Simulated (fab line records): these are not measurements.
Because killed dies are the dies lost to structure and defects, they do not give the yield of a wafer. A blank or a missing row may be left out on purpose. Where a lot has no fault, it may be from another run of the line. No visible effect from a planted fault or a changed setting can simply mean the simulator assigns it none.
Which of the tools did it? / flow sky130 / 9 lots, 27 wafers sampled, at 7 steps of a route of 708

WHAT THE GAUGES SHOWED, per wafer
The record holds no reading of a measuring or inspecting step that can be judged against a usual standard deviation.

WHAT TOOL EACH LOT RAN ON (gives the tool, then ch and the chambers of the sampled wafers, and finally the start)
lot=L463; SKY_METAL1_ETCH_18=rie metal-03 ch 0,1, day 35 07:55; SKY_METAL1_METAL_ETCH_19=rie metal-03 ch 0,1, day 35 07:59; SKY_METAL1_STRIP_20=plasma asher-02 ch 0,1, day 35 08:04; SKY_VIA1_ETCH_14=rie diel-03 ch 2,3, day 36 11:32; SKY_VIA1_ETCH_15=rie diel-03 ch 2,3, day 36 11:35; SKY_VIA1_STRIP_16=plasma asher-04 ch 0,1, day 36 11:37; SKY_PAD_OPEN_PROBE_99=prober-01, day 47 17:07
lot=L462; SKY_METAL1_ETCH_18=rie metal-03 ch 0,1, day 35 12:28; SKY_METAL1_METAL_ETCH_19=rie metal-03 ch 0,1, day 35 12:32; SKY_METAL1_STRIP_20=plasma asher-03 ch 0,1, day 35 12:37; SKY_VIA1_ETCH_14=rie diel-02 ch 0,2,3, day 36 16:39; SKY_VIA1_ETCH_15=rie diel-02 ch 0,2,3, day 36 16:42; SKY_VIA1_STRIP_16=plasma asher-02 ch 0,1, day 36 16:44; SKY_PAD_OPEN_PROBE_99=prober-02, day 47 22:49
lot=L465; SKY_METAL1_ETCH_18=rie metal-03 ch 0, day 35 14:13; SKY_METAL1_METAL_ETCH_19=rie metal-03 ch 0, day 35 14:17; SKY_METAL1_STRIP_20=plasma asher-01 ch 0,1, day 35 14:22; SKY_VIA1_ETCH_14=rie diel-03 ch 0,1,3, day 36 18:27; SKY_VIA1_ETCH_15=rie diel-03 ch 0,1,3, day 36 18:30; SKY_VIA1_STRIP_16=plasma asher-04 ch 0,1, day 36 18:32; SKY_PAD_OPEN_PROBE_99=prober-02, day 48 00:19
lot=L466; SKY_METAL1_ETCH_18=rie metal-03 ch 0,1, day 35 18:52; SKY_METAL1_METAL_ETCH_19=rie metal-03 ch 0,1, day 35 18:56; SKY_METAL1_STRIP_20=plasma asher-02 ch 0,1, day 35 19:02; SKY_VIA1_ETCH_14=rie diel-03 ch 0,2,3, day 36 22:20; SKY_VIA1_ETCH_15=rie diel-03 ch 0,2,3, day 36 22:23; SKY_VIA1_STRIP_16=plasma asher-04 ch 0,1, day 36 22:28; SKY_PAD_OPEN_PROBE_99=prober-01, day 48 02:08
lot=L470; SKY_METAL1_ETCH_18=rie metal-04 ch 0,1, day 37 09:56; SKY_METAL1_METAL_ETCH_19=rie metal-04 ch 0,1, day 37 10:01; SKY_METAL1_STRIP_20=plasma asher-03 ch 0,1, day 37 10:06; SKY_VIA1_ETCH_14=-; SKY_VIA1_ETCH_15=-; SKY_VIA1_STRIP_16=-; SKY_PAD_OPEN_PROBE_99=prober-01, day 49 06:24
lot=L471; SKY_METAL1_ETCH_18=rie metal-03 ch 0,1, day 37 12:55; SKY_METAL1_METAL_ETCH_19=rie metal-03 ch 0,1, day 37 12:59; SKY_METAL1_STRIP_20=plasma asher-01 ch 0,1, day 37 13:04; SKY_VIA1_ETCH_14=-; SKY_VIA1_ETCH_15=-; SKY_VIA1_STRIP_16=-; SKY_PAD_OPEN_PROBE_99=prober-02, day 49 07:59
lot=L476; SKY_METAL1_ETCH_18=rie metal-04 ch 0,1, day 38 23:44; SKY_METAL1_METAL_ETCH_19=rie metal-04 ch 0,1, day 38 23:49; SKY_METAL1_STRIP_20=plasma asher-03 ch 0,1, day 38 23:54; SKY_VIA1_ETCH_14=rie diel-03 ch 0,2,3, day 40 01:48; SKY_VIA1_ETCH_15=rie diel-03 ch 0,2,3, day 40 01:51; SKY_VIA1_STRIP_16=plasma asher-04 ch 0,1, day 40 01:56; SKY_PAD_OPEN_PROBE_99=prober-01, day 50 09:17
lot=L478; SKY_METAL1_ETCH_18=rie metal-03 ch 0,1, day 39 07:30; SKY_METAL1_METAL_ETCH_19=rie metal-03 ch 0,1, day 39 07:34; SKY_METAL1_STRIP_20=plasma asher-01 ch 0, day 39 07:39; SKY_VIA1_ETCH_14=rie diel-02 ch 0,1,3, day 40 08:50; SKY_VIA1_ETCH_15=rie diel-02 ch 0,1,3, day 40 08:53; SKY_VIA1_STRIP_16=plasma asher-04 ch 0,1, day 40 08:55; SKY_PAD_OPEN_PROBE_99=prober-01, day 50 14:26
lot=L479; SKY_METAL1_ETCH_18=rie metal-04 ch 0,1, day 39 11:09; SKY_METAL1_METAL_ETCH_19=rie metal-04 ch 0,1, day 39 11:13; SKY_METAL1_STRIP_20=plasma asher-02 ch 0,1, day 39 11:18; SKY_VIA1_ETCH_14=rie diel-01 ch 0,1,3, day 40 13:05; SKY_VIA1_ETCH_15=rie diel-01 ch 0,1,3, day 40 13:08; SKY_VIA1_STRIP_16=plasma asher-02 ch 0,1, day 40 13:11; SKY_PAD_OPEN_PROBE_99=prober-02, day 50 16:35
- SKY_METAL1_ETCH_18: etches BARC in N2/H2, stops on SiO2, time 45.9 s, target depth 60 nm.
- SKY_METAL1_METAL_ETCH_19: etches the open film in Cl2/BCl3, stops on SiO2, target depth 360 nm, time 78 s.
- SKY_METAL1_STRIP_20: strips in O2/N2.
- SKY_VIA1_ETCH_14: etches BARC in N2/H2, stops on SiO2, time 45.9 s, target depth 60 nm.
- SKY_VIA1_ETCH_15: etches SiO2 in C4F8/O2/Ar, stops on TiN, target depth 351 nm, time 54 s.
- SKY_VIA1_STRIP_16: strips in O2/N2.
- SKY_PAD_OPEN_PROBE_99

AS READ BY THE TOOLS THEMSELVES (means over the sampled wafers that have a number; for cases with no such wafer, the mark the record gives instead)
SKY_METAL1_ETCH_18.
lot=L463; tool=rie metal-03; bias w (W)=100.10; chamber pressure mTorr (mTorr)=30.006; drypump motor current A (A)=5.4; oes product au (a.u.)=0.860; throttle valve pct (%)=13.227
lot=L462; tool=rie metal-03; bias w (W)=100.23; chamber pressure mTorr (mTorr)=30.000; drypump motor current A (A)=5.4; oes product au (a.u.)=0.857; throttle valve pct (%)=13.214
lot=L465; tool=rie metal-03; bias w (W)=100.13; chamber pressure mTorr (mTorr)=29.985; drypump motor current A (A)=5.6; oes product au (a.u.)=0.855; throttle valve pct (%)=13.223
lot=L466; tool=rie metal-03; bias w (W)=99.91; chamber pressure mTorr (mTorr)=30.009; drypump motor current A (A)=5.2; oes product au (a.u.)=0.850; throttle valve pct (%)=13.229
lot=L470; tool=rie metal-04; bias w (W)=-; chamber pressure mTorr (mTorr)=-; drypump motor current A (A)=-; oes product au (a.u.)=-; throttle valve pct (%)=-
lot=L471; tool=rie metal-03; bias w (W)=-; chamber pressure mTorr (mTorr)=-; drypump motor current A (A)=-; oes product au (a.u.)=-; throttle valve pct (%)=-
lot=L476; tool=rie metal-04; bias w (W)=99.89; chamber pressure mTorr (mTorr)=29.996; drypump motor current A (A)=5.7; oes product au (a.u.)=0.856; throttle valve pct (%)=13.217
lot=L478; tool=rie metal-03; bias w (W)=99.96; chamber pressure mTorr (mTorr)=30.003; drypump motor current A (A)=5.2; oes product au (a.u.)=0.852; throttle valve pct (%)=13.221
lot=L479; tool=rie metal-04; bias w (W)=99.93; chamber pressure mTorr (mTorr)=30.003; drypump motor current A (A)=5.8; oes product au (a.u.)=0.856; throttle valve pct (%)=13.219

SKY_METAL1_METAL_ETCH_19.
lot=L463; tool=rie metal-03; bcl3 flow sccm (sccm)=30.05; bias w (W)=48.50; drypump motor current A (A)=5.4; oes product au (a.u.)=0.862; throttle valve pct (%)=22.269
lot=L462; tool=rie metal-03; bcl3 flow sccm (sccm)=30.08; bias w (W)=48.43; drypump motor current A (A)=5.4; oes product au (a.u.)=0.854; throttle valve pct (%)=22.257
lot=L465; tool=rie metal-03; bcl3 flow sccm (sccm)=29.96; bias w (W)=48.37; drypump motor current A (A)=5.6; oes product au (a.u.)=0.862; throttle valve pct (%)=22.267
lot=L466; tool=rie metal-03; bcl3 flow sccm (sccm)=29.98; bias w (W)=48.46; drypump motor current A (A)=5.2; oes product au (a.u.)=0.854; throttle valve pct (%)=22.266
lot=L470; tool=rie metal-04; bcl3 flow sccm (sccm)=30.02; bias w (W)=48.45; drypump motor current A (A)=5.7; oes product au (a.u.)=0.372; throttle valve pct (%)=22.267
lot=L471; tool=rie metal-03; bcl3 flow sccm (sccm)=29.91; bias w (W)=48.59; drypump motor current A (A)=5.4; oes product au (a.u.)=0.378; throttle valve pct (%)=22.275
lot=L476; tool=rie metal-04; bcl3 flow sccm (sccm)=30.05; bias w (W)=48.28; drypump motor current A (A)=5.7; oes product au (a.u.)=0.851; throttle valve pct (%)=22.258
lot=L478; tool=rie metal-03; bcl3 flow sccm (sccm)=30.00; bias w (W)=48.57; drypump motor current A (A)=5.2; oes product au (a.u.)=0.860; throttle valve pct (%)=22.265
lot=L479; tool=rie metal-04; bcl3 flow sccm (sccm)=30.13; bias w (W)=48.47; drypump motor current A (A)=5.8; oes product au (a.u.)=0.852; throttle valve pct (%)=22.267

SKY_METAL1_STRIP_20.
lot=L463; tool=plasma asher-02; drypump motor current A (A)=5.83; oes product au (a.u.)=0.339; strip time to endpoint s (s)=2.67
lot=L462; tool=plasma asher-03; drypump motor current A (A)=5.78; oes product au (a.u.)=0.344; strip time to endpoint s (s)=2.63
lot=L465; tool=plasma asher-01; drypump motor current A (A)=5.48; oes product au (a.u.)=0.341; strip time to endpoint s (s)=2.66
lot=L466; tool=plasma asher-02; drypump motor current A (A)=5.85; oes product au (a.u.)=0.344; strip time to endpoint s (s)=2.62
lot=L470; tool=plasma asher-03; drypump motor current A (A)=5.83; oes product au (a.u.)=0.360; strip time to endpoint s (s)=3.16
lot=L471; tool=plasma asher-01; drypump motor current A (A)=5.44; oes product au (a.u.)=0.359; strip time to endpoint s (s)=3.13
lot=L476; tool=plasma asher-03; drypump motor current A (A)=5.77; oes product au (a.u.)=0.343; strip time to endpoint s (s)=2.71
lot=L478; tool=plasma asher-01; drypump motor current A (A)=5.48; oes product au (a.u.)=0.340; strip time to endpoint s (s)=2.61
lot=L479; tool=plasma asher-02; drypump motor current A (A)=5.86; oes product au (a.u.)=0.344; strip time to endpoint s (s)=2.70

SKY_VIA1_ETCH_14.
lot=L463; tool=rie diel-03; bias w (W)=100.1; chamber pressure mTorr (mTorr)=29.996; drypump motor current A (A)=5.9; oes product au (a.u.)=0.855; throttle valve pct (%)=13.221
lot=L462; tool=rie diel-02; bias w (W)=100.1; chamber pressure mTorr (mTorr)=30.036; drypump motor current A (A)=5.9; oes product au (a.u.)=0.853; throttle valve pct (%)=13.227
lot=L465; tool=rie diel-03; bias w (W)=99.8; chamber pressure mTorr (mTorr)=30.028; drypump motor current A (A)=5.9; oes product au (a.u.)=0.858; throttle valve pct (%)=13.218
lot=L466; tool=rie diel-03; bias w (W)=100.1; chamber pressure mTorr (mTorr)=29.988; drypump motor current A (A)=5.8; oes product au (a.u.)=0.852; throttle valve pct (%)=13.227
lot=L476; tool=rie diel-03; bias w (W)=99.8; chamber pressure mTorr (mTorr)=30.011; drypump motor current A (A)=5.8; oes product au (a.u.)=0.855; throttle valve pct (%)=13.232
lot=L478; tool=rie diel-02; bias w (W)=100.1; chamber pressure mTorr (mTorr)=29.996; drypump motor current A (A)=5.8; oes product au (a.u.)=0.855; throttle valve pct (%)=13.230
lot=L479; tool=rie diel-01; bias w (W)=99.7; chamber pressure mTorr (mTorr)=30.007; drypump motor current A (A)=6.1; oes product au (a.u.)=0.853; throttle valve pct (%)=13.227

SKY_VIA1_ETCH_15.
lot=L463; tool=rie diel-03; bias w (W)=1198; chamber pressure mTorr (mTorr)=39.99; oes product au (a.u.)=0.975
lot=L462; tool=rie diel-02; bias w (W)=1199; chamber pressure mTorr (mTorr)=39.98; oes product au (a.u.)=0.979
lot=L465; tool=rie diel-03; bias w (W)=1200; chamber pressure mTorr (mTorr)=40.03; oes product au (a.u.)=0.979
lot=L466; tool=rie diel-03; bias w (W)=1204; chamber pressure mTorr (mTorr)=40.02; oes product au (a.u.)=0.978
lot=L476; tool=rie diel-03; bias w (W)=1200; chamber pressure mTorr (mTorr)=39.99; oes product au (a.u.)=0.978
lot=L478; tool=rie diel-02; bias w (W)=1199; chamber pressure mTorr (mTorr)=40.00; oes product au (a.u.)=0.980
lot=L479; tool=rie diel-01; bias w (W)=1198; chamber pressure mTorr (mTorr)=39.99; oes product au (a.u.)=0.981

SKY_VIA1_STRIP_16.
lot=L463; tool=plasma asher-04; drypump motor current A (A)=5.98; oes product au (a.u.)=0.415; strip time to endpoint s (s)=4.441
lot=L462; tool=plasma asher-02; drypump motor current A (A)=5.85; oes product au (a.u.)=0.417; strip time to endpoint s (s)=4.459
lot=L465; tool=plasma asher-04; drypump motor current A (A)=6.15; oes product au (a.u.)=0.418; strip time to endpoint s (s)=4.449
lot=L466; tool=plasma asher-04; drypump motor current A (A)=5.95; oes product au (a.u.)=0.416; strip time to endpoint s (s)=4.489
lot=L476; tool=plasma asher-04; drypump motor current A (A)=5.95; oes product au (a.u.)=0.417; strip time to endpoint s (s)=4.489
lot=L478; tool=plasma asher-04; drypump motor current A (A)=5.97; oes product au (a.u.)=0.413; strip time to endpoint s (s)=4.467
lot=L479; tool=plasma asher-02; drypump motor current A (A)=5.85; oes product au (a.u.)=0.415; strip time to endpoint s (s)=4.432

SKY_PAD_OPEN_PROBE_99.
lot=L463; tool=prober-01; defect limited yield (%)=82.5; killed_at_M0_to_M3=49; killed_at_M4_up=3.3; killed at contacts=20; killed at front end=13; killed at other=0.3; killed dies=86; killed on rim=16; killed open=40; killed short=46; sort_bin_3_pad_short (%)=1.0; sort_bin_5_function (%)=10.4; sort_bin_6_memory (%)=6.1; sort n pass=406; sort yield pct (%)=82.5
lot=L462; tool=prober-02; defect limited yield (%)=82.4; killed_at_M0_to_M3=38; killed_at_M4_up=2.3; killed at contacts=27; killed at front end=19; killed at other=0.0; killed dies=86; killed on rim=17; killed open=52; killed short=34; sort_bin_3_pad_short (%)=1.1; sort_bin_5_function (%)=10.1; sort_bin_6_memory (%)=6.4; sort n pass=406; sort yield pct (%)=82.4
lot=L465; tool=prober-02; defect limited yield (%)=82.6; killed_at_M0_to_M3=48; killed_at_M4_up=4.3; killed at contacts=23; killed at front end=11; killed at other=0.0; killed dies=86; killed on rim=13; killed open=46; killed short=39; sort_bin_3_pad_short (%)=1.1; sort_bin_5_function (%)=10.8; sort_bin_6_memory (%)=5.5; sort n pass=406; sort yield pct (%)=82.6
lot=L466; tool=prober-01; defect limited yield (%)=83.3; killed_at_M0_to_M3=43; killed_at_M4_up=3.3; killed at contacts=23; killed at front end=13; killed at other=0.0; killed dies=82; killed on rim=13; killed open=43; killed short=40; sort_bin_3_pad_short (%)=1.0; sort_bin_5_function (%)=9.2; sort_bin_6_memory (%)=6.5; sort n pass=410; sort yield pct (%)=83.3
lot=L470; tool=prober-01; defect limited yield (%)=0.0; killed_at_M0_to_M3=446; killed_at_M4_up=4.3; killed at contacts=29; killed at front end=13; killed at other=0.0; killed dies=492; killed on rim=96; killed open=45; killed short=42; sort_bin_3_pad_short (%)=1.1; sort_bin_5_function (%)=91.7; sort_bin_6_memory (%)=7.2; sort n pass=0; sort yield pct (%)=0.0
lot=L471; tool=prober-02; defect limited yield (%)=0.0; killed_at_M0_to_M3=452; killed_at_M4_up=3.0; killed at contacts=20; killed at front end=17; killed at other=0.0; killed dies=492; killed on rim=96; killed open=45; killed short=41; sort_bin_3_pad_short (%)=1.6; sort_bin_5_function (%)=92.0; sort_bin_6_memory (%)=6.4; sort n pass=0; sort yield pct (%)=0.0
lot=L476; tool=prober-01; defect limited yield (%)=84.2; killed_at_M0_to_M3=39; killed_at_M4_up=3.7; killed at contacts=18; killed at front end=17; killed at other=0.7; killed dies=78; killed on rim=16; killed open=45; killed short=33; sort_bin_3_pad_short (%)=0.5; sort_bin_5_function (%)=9.6; sort_bin_6_memory (%)=5.8; sort n pass=414; sort yield pct (%)=84.2
lot=L478; tool=prober-01; defect limited yield (%)=82.1; killed_at_M0_to_M3=41; killed_at_M4_up=4.0; killed at contacts=25; killed at front end=17; killed at other=0.3; killed dies=88; killed on rim=20; killed open=49; killed short=38; sort_bin_3_pad_short (%)=0.5; sort_bin_5_function (%)=9.9; sort_bin_6_memory (%)=7.4; sort n pass=404; sort yield pct (%)=82.1
lot=L479; tool=prober-02; defect limited yield (%)=80.2; killed_at_M0_to_M3=48; killed_at_M4_up=2.7; killed at contacts=27; killed at front end=19; killed at other=0.3; killed dies=97; killed on rim=17; killed open=52; killed short=45; sort_bin_3_pad_short (%)=1.0; sort_bin_5_function (%)=11.6; sort_bin_6_memory (%)=7.2; sort n pass=395; sort yield pct (%)=80.2

THE ANSWER, worked out from the rows above alone
Rule: what is usual is taken from the lots themselves. The widest of any qualifying gaps counts: lots, ordered by their means at a reading, are off when they make up no more than a third of the lots, leave a main group of 4 or more, and stand apart from it by 3 or more times the standard deviation of that group's means. A main group whose means are all the same, to the digits that the tables above print for the reading, isn't used. Also off: a lot with no number at a reading for which 4 or more lots have one. All remaining lots with rows at the step are treated as sound. First the gauges in route order, then the tools' own readings, where a lot's mean is used as printed above. At the first step where some lot is off, the reading lying furthest off is the one used; lots without a number count as furthest.
Off: L470, L471 (SKY_METAL1_ETCH_18, bias w). Without a number there: L470, L471. Mean 100.02 W and standard deviation 0.12 in the main group.
A tool fits if, at that step or a process step before it, it ran every lot that is off, and no sound lot after the first of them. Not one of the candidates tried fits.

WHAT THE SIMULATOR HAD INSERTED
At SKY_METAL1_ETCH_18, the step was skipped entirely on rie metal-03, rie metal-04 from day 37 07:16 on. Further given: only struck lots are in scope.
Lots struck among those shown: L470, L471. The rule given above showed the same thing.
